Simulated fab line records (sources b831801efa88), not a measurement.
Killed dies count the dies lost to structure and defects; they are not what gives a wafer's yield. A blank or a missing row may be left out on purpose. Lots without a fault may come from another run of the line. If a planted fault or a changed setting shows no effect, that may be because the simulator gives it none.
The tool behind it: which one? :: flow sky130 :: 33 wafers from 11 lots sampled at 6 of the route's 708 steps

## WHAT THE GAUGES SHOWED, per wafer
SKY_LDD_LDN_OVL_MEAS_07. Usual: LDD_LDN_OVL typically reads 0.7 nm, with standard deviation 1.3.
lot: L684
measured: day 23 05:39
on: overlay-01
LDD_LDN_OVL (nm): 0.2 -0.1 0.6
flag: 

lot: L688
measured: day 24 20:02
on: overlay-02
LDD_LDN_OVL (nm): -0.1 0.4 -1.5
flag: 

lot: L690
measured: day 25 15:50
on: overlay-01
LDD_LDN_OVL (nm): 2.3 1.2 1.4
flag: 

lot: L697
measured: day 27 20:20
on: overlay-01
LDD_LDN_OVL (nm): 0.7 -1.0 -0.5
flag: 

lot: L698
measured: day 28 00:59
on: overlay-02
LDD_LDN_OVL (nm): -0.1 1.3 -0.3
flag: 

lot: L699
measured: day 28 19:00
on: overlay-01
LDD_LDN_OVL (nm): 4.9 2.7 2.5
flag: 

lot: L700
measured: day 28 20:53
on: overlay-01
LDD_LDN_OVL (nm): 1.9 2.0 0.2
flag: 

lot: L702
measured: day 29 13:00
on: overlay-01
LDD_LDN_OVL (nm): -1.9 -1.0 -0.9
flag: 

lot: L703
measured: day 29 23:21
on: overlay-01
LDD_LDN_OVL (nm): -0.5 0.2 -1.0
flag: 

lot: L704
measured: day 30 09:46
on: overlay-02
LDD_LDN_OVL (nm): -0.2 -0.7 1.0
flag: 

lot: L705
measured: day 30 22:16
on: overlay-02
LDD_LDN_OVL (nm): 0.3 1.6 -0.6
flag: 

SKY_SD_P_TW_MEAS_11. Usual: SD_P_TW typically reads 2814, with standard deviation 31.
lot: L684
measured: day 25 20:22
on: film_metro-04
SD_P_TW: 2814 2810 2804
flag: 

lot: L688
measured: day 27 11:47
on: film_metro-03
SD_P_TW: 2789 2793 2786
flag: 

lot: L690
measured: day 28 06:26
on: film_metro-03
SD_P_TW: 2783 2795 2811
flag: 

lot: L697
measured: day 30 09:49
on: film_metro-03
SD_P_TW: 2794 2804 2808
flag: 

lot: L698
measured: day 30 14:09
on: film_metro-04
SD_P_TW: 2813 2817 2790
flag: 

lot: L699
measured: day 31 07:12
on: film_metro-04
SD_P_TW: 2805 2798 2807
flag: 

lot: L700
measured: day 31 08:29
on: film_metro-03
SD_P_TW: 2800 2808 2785
flag: 

lot: L702
measured: day 32 01:00
on: film_metro-04
SD_P_TW: 2799 2797 2793
flag: 

lot: L703
measured: day 32 10:31
on: film_metro-04
SD_P_TW: 2797 2822 2800
flag: 

lot: L704
measured: day 32 19:05
on: film_metro-03
SD_P_TW: 2789 2787 2789
flag: 

lot: L705
measured: day 33 07:07
on: film_metro-01
SD_P_TW: 2859 2847 2877
flag: 

SKY_SD_N_RS_MEAS_16: a four-point-probe measurement. Usual: SD_N_RS typically reads 68.53 ohm/sq, with standard deviation 0.15.
lot: L684
measured: day 28 07:59
on: film_metro-03
SD_N_RS (ohm/sq): 68.34 68.44 68.42
flag: 

lot: L688
measured: day 29 23:14
on: film_metro-01
SD_N_RS (ohm/sq): 66.74 67.03 67.00
flag: OFF

lot: L690
measured: day 30 16:45
on: film_metro-01
SD_N_RS (ohm/sq): 66.83 66.86 66.78
flag: OFF

lot: L697
measured: day 32 16:28
on: film_metro-03
SD_N_RS (ohm/sq): 68.39 68.43 68.40
flag: 

lot: L698
measured: day 32 20:39
on: film_metro-04
SD_N_RS (ohm/sq): 68.76 68.81 68.66
flag: 

lot: L699
measured: day 33 14:12
on: film_metro-03
SD_N_RS (ohm/sq): 68.50 68.36 68.36
flag: 

lot: L700
measured: day 33 14:43
on: film_metro-01
SD_N_RS (ohm/sq): 68.62 68.60 68.52
flag: 

lot: L702
measured: day 34 06:45
on: film_metro-03
SD_N_RS (ohm/sq): 68.41 68.36 68.44
flag: 

lot: L703
measured: day 34 15:40
on: film_metro-01
SD_N_RS (ohm/sq): 68.49 68.40 68.60
flag: 

lot: L704
measured: day 35 00:37
on: film_metro-03
SD_N_RS (ohm/sq): 68.42 68.40 68.41
flag: 

lot: L705
measured: day 35 12:40
on: film_metro-03
SD_N_RS (ohm/sq): 68.31 68.33 68.38
flag: 

## WHAT TOOL EACH LOT RAN ON (gives the tool, then ch and the chambers of the sampled wafers, and finally the start)
lot: L684
SKY_POLY_CUT_STRIP_12: plasma_asher-03 ch 0,1, day 24 14:31
SKY_SD_N_IMPLANT_09: implanter-01 ch 0, day 28 07:18
SKY_SD_N_STRIP_11: plasma_asher-02 ch 0,1, day 28 07:35

lot: L688
SKY_POLY_CUT_STRIP_12: plasma_asher-03 ch 0,1, day 26 05:30
SKY_SD_N_IMPLANT_09: implanter-01 ch 0, day 29 22:33
SKY_SD_N_STRIP_11: plasma_asher-03 ch 0,1, day 29 22:51

lot: L690
SKY_POLY_CUT_STRIP_12: plasma_asher-02 ch 0,1, day 27 00:28
SKY_SD_N_IMPLANT_09: implanter-01 ch 0, day 30 16:04
SKY_SD_N_STRIP_11: plasma_asher-03 ch 0,1, day 30 16:22

lot: L697
SKY_POLY_CUT_STRIP_12: plasma_asher-03 ch 0,1, day 29 03:48
SKY_SD_N_IMPLANT_09: implanter-04 ch 0, day 32 15:44
SKY_SD_N_STRIP_11: plasma_asher-03 ch 0,1, day 32 16:01

lot: L698
SKY_POLY_CUT_STRIP_12: plasma_asher-03 ch 0,1, day 29 08:42
SKY_SD_N_IMPLANT_09: implanter-04 ch 0, day 32 19:58
SKY_SD_N_STRIP_11: plasma_asher-03 ch 0,1, day 32 20:15

lot: L699
SKY_POLY_CUT_STRIP_12: plasma_asher-03 ch 0,1, day 30 02:42
SKY_SD_N_IMPLANT_09: implanter-01 ch 0, day 33 13:31
SKY_SD_N_STRIP_11: plasma_asher-01 ch 0,1, day 33 13:48

lot: L700
SKY_POLY_CUT_STRIP_12: plasma_asher-03 ch 0,1, day 30 04:21
SKY_SD_N_IMPLANT_09: implanter-04 ch 0, day 33 13:56
SKY_SD_N_STRIP_11: plasma_asher-03 ch 1, day 33 14:14

lot: L702
SKY_POLY_CUT_STRIP_12: plasma_asher-02 ch 0,1, day 30 20:43
SKY_SD_N_IMPLANT_09: implanter-04 ch 0, day 34 06:05
SKY_SD_N_STRIP_11: plasma_asher-02 ch 0,1, day 34 06:21

lot: L703
SKY_POLY_CUT_STRIP_12: plasma_asher-03 ch 0,1, day 31 06:56
SKY_SD_N_IMPLANT_09: implanter-01 ch 0, day 34 14:59
SKY_SD_N_STRIP_11: plasma_asher-02 ch 0,1, day 34 15:16

lot: L704
SKY_POLY_CUT_STRIP_12: plasma_asher-02 ch 0,1, day 31 16:15
SKY_SD_N_IMPLANT_09: implanter-04 ch 0, day 34 23:56
SKY_SD_N_STRIP_11: plasma_asher-02 ch 0,1, day 35 00:14

lot: L705
SKY_POLY_CUT_STRIP_12: plasma_asher-03 ch 0, day 32 04:10
SKY_SD_N_IMPLANT_09: implanter-01 ch 0, day 35 11:59
SKY_SD_N_STRIP_11: plasma_asher-03 ch 0,1, day 35 12:17
- SKY_POLY_CUT_STRIP_12: strips in O2/N2.
- SKY_SD_N_IMPLANT_09
- SKY_SD_N_STRIP_11: strips in O2/N2.

## AS READ BY THE TOOLS THEMSELVES (means over the sampled wafers that have a number; for cases with no such wafer, the mark the record gives instead)
SKY_POLY_CUT_STRIP_12. Usual: drypump_motor_current_A 6.0 A, standard deviation 0.78; oes_product_au 0.453 a.u., standard deviation 0.0042; strip_time_to_endpoint_s 5.359 s, standard deviation 0.016.
lot: L684
tool: plasma_asher-03
drypump_motor_current_A (A): 6.6
oes_product_au (a.u.): 0.453
strip_time_to_endpoint_s (s): 5.346
flag: 

lot: L688
tool: plasma_asher-03
drypump_motor_current_A (A): 6.6
oes_product_au (a.u.): 0.452
strip_time_to_endpoint_s (s): 5.358
flag: 

lot: L690
tool: plasma_asher-02
drypump_motor_current_A (A): 4.9
oes_product_au (a.u.): 0.454
strip_time_to_endpoint_s (s): 5.334
flag: 

lot: L697
tool: plasma_asher-03
drypump_motor_current_A (A): 6.5
oes_product_au (a.u.): 0.450
strip_time_to_endpoint_s (s): 5.348
flag: 

lot: L698
tool: plasma_asher-03
drypump_motor_current_A (A): 6.6
oes_product_au (a.u.): 0.452
strip_time_to_endpoint_s (s): 5.351
flag: 

lot: L699
tool: plasma_asher-03
drypump_motor_current_A (A): 6.6
oes_product_au (a.u.): 0.449
strip_time_to_endpoint_s (s): 5.369
flag: 

lot: L700
tool: plasma_asher-03
drypump_motor_current_A (A): 6.6
oes_product_au (a.u.): 0.455
strip_time_to_endpoint_s (s): 5.367
flag: 

lot: L702
tool: plasma_asher-02
drypump_motor_current_A (A): 4.9
oes_product_au (a.u.): 0.454
strip_time_to_endpoint_s (s): 5.356
flag: 

lot: L703
tool: plasma_asher-03
drypump_motor_current_A (A): 6.5
oes_product_au (a.u.): 0.454
strip_time_to_endpoint_s (s): 5.360
flag: 

lot: L704
tool: plasma_asher-02
drypump_motor_current_A (A): 4.9
oes_product_au (a.u.): 0.449
strip_time_to_endpoint_s (s): 5.351
flag: 

lot: L705
tool: plasma_asher-03
drypump_motor_current_A (A): 6.4
oes_product_au (a.u.): 0.452
strip_time_to_endpoint_s (s): 5.356
flag: 

SKY_SD_N_IMPLANT_09. Usual: beam_energy_keV 50.003, standard deviation 0.016; beam_on_s 16.1 s, standard deviation 0.67.
lot: L684
tool: implanter-01
beam_energy_keV: 50.017
beam_on_s (s): 15.4
flag: 

lot: L688
tool: implanter-01
beam_energy_keV: 52.388
beam_on_s (s): 15.4
flag: OFF

lot: L690
tool: implanter-01
beam_energy_keV: 52.393
beam_on_s (s): 15.4
flag: OFF

lot: L697
tool: implanter-04
beam_energy_keV: 50.016
beam_on_s (s): 16.6
flag: 

lot: L698
tool: implanter-04
beam_energy_keV: 50.006
beam_on_s (s): 17.0
flag: 

lot: L699
tool: implanter-01
beam_energy_keV: 50.009
beam_on_s (s): 15.1
flag: 

lot: L700
tool: implanter-04
beam_energy_keV: 49.993
beam_on_s (s): 16.9
flag: 

lot: L702
tool: implanter-04
beam_energy_keV: 50.014
beam_on_s (s): 16.3
flag: 

lot: L703
tool: implanter-01
beam_energy_keV: 49.987
beam_on_s (s): 15.4
flag: 

lot: L704
tool: implanter-04
beam_energy_keV: 50.007
beam_on_s (s): 16.3
flag: 

lot: L705
tool: implanter-01
beam_energy_keV: 49.998
beam_on_s (s): 15.6
flag: 

SKY_SD_N_STRIP_11. Usual: drypump_motor_current_A 6.0 A, standard deviation 0.74; oes_product_au 0.528 a.u., standard deviation 0.0048; strip_time_to_endpoint_s 22.57 s, standard deviation 0.042.
lot: L684
tool: plasma_asher-02
drypump_motor_current_A (A): 4.9
oes_product_au (a.u.): 0.525
strip_time_to_endpoint_s (s): 22.64
flag: 

lot: L688
tool: plasma_asher-03
drypump_motor_current_A (A): 6.6
oes_product_au (a.u.): 0.521
strip_time_to_endpoint_s (s): 23.00
flag: OFF

lot: L690
tool: plasma_asher-03
drypump_motor_current_A (A): 6.6
oes_product_au (a.u.): 0.521
strip_time_to_endpoint_s (s): 22.94
flag: OFF

lot: L697
tool: plasma_asher-03
drypump_motor_current_A (A): 6.6
oes_product_au (a.u.): 0.524
strip_time_to_endpoint_s (s): 22.59
flag: 

lot: L698
tool: plasma_asher-03
drypump_motor_current_A (A): 6.6
oes_product_au (a.u.): 0.528
strip_time_to_endpoint_s (s): 22.60
flag: 

lot: L699
tool: plasma_asher-01
drypump_motor_current_A (A): 6.1
oes_product_au (a.u.): 0.523
strip_time_to_endpoint_s (s): 22.57
flag: 

lot: L700
tool: plasma_asher-03
drypump_motor_current_A (A): 6.7
oes_product_au (a.u.): 0.528
strip_time_to_endpoint_s (s): 22.56
flag: 

lot: L702
tool: plasma_asher-02
drypump_motor_current_A (A): 5.0
oes_product_au (a.u.): 0.531
strip_time_to_endpoint_s (s): 22.49
flag: 

lot: L703
tool: plasma_asher-02
drypump_motor_current_A (A): 5.0
oes_product_au (a.u.): 0.527
strip_time_to_endpoint_s (s): 22.56
flag: 

lot: L704
tool: plasma_asher-02
drypump_motor_current_A (A): 4.9
oes_product_au (a.u.): 0.527
strip_time_to_endpoint_s (s): 22.57
flag: 

lot: L705
tool: plasma_asher-03
drypump_motor_current_A (A): 6.6
oes_product_au (a.u.): 0.526
strip_time_to_endpoint_s (s): 22.61
flag: 

## THE ANSWER, worked out from the rows above alone
Rule: take the mean of a lot's wafers that have a number; if it is more than 3 standard deviations from the usual mean, the lot is off. A lot without any number at a reading at which 4 lots or more have one is off too. Any other lot the step has rows for is counted as sound. First the gauges in route order, then the tools' own readings, where a lot's mean is used as printed above. At the first step where some lot is off, the reading lying furthest off is the one used; lots without a number count as furthest.
Off: L688, L690, seen at SKY_SD_N_RS_MEAS_16 (SD_N_RS).
If a tool, at a process step before that reading, ran all the lots that are off and no sound lot after the first of them, it fits. Not tried: the gauges at SKY_SD_N_RS_MEAS_16; whatever is off there is also off at SKY_SD_N_IMPLANT_09, on other tools, and gauge error can't account for it. Not one of the candidates tried fits.

## WHAT THE SIMULATOR HAD PUT IN
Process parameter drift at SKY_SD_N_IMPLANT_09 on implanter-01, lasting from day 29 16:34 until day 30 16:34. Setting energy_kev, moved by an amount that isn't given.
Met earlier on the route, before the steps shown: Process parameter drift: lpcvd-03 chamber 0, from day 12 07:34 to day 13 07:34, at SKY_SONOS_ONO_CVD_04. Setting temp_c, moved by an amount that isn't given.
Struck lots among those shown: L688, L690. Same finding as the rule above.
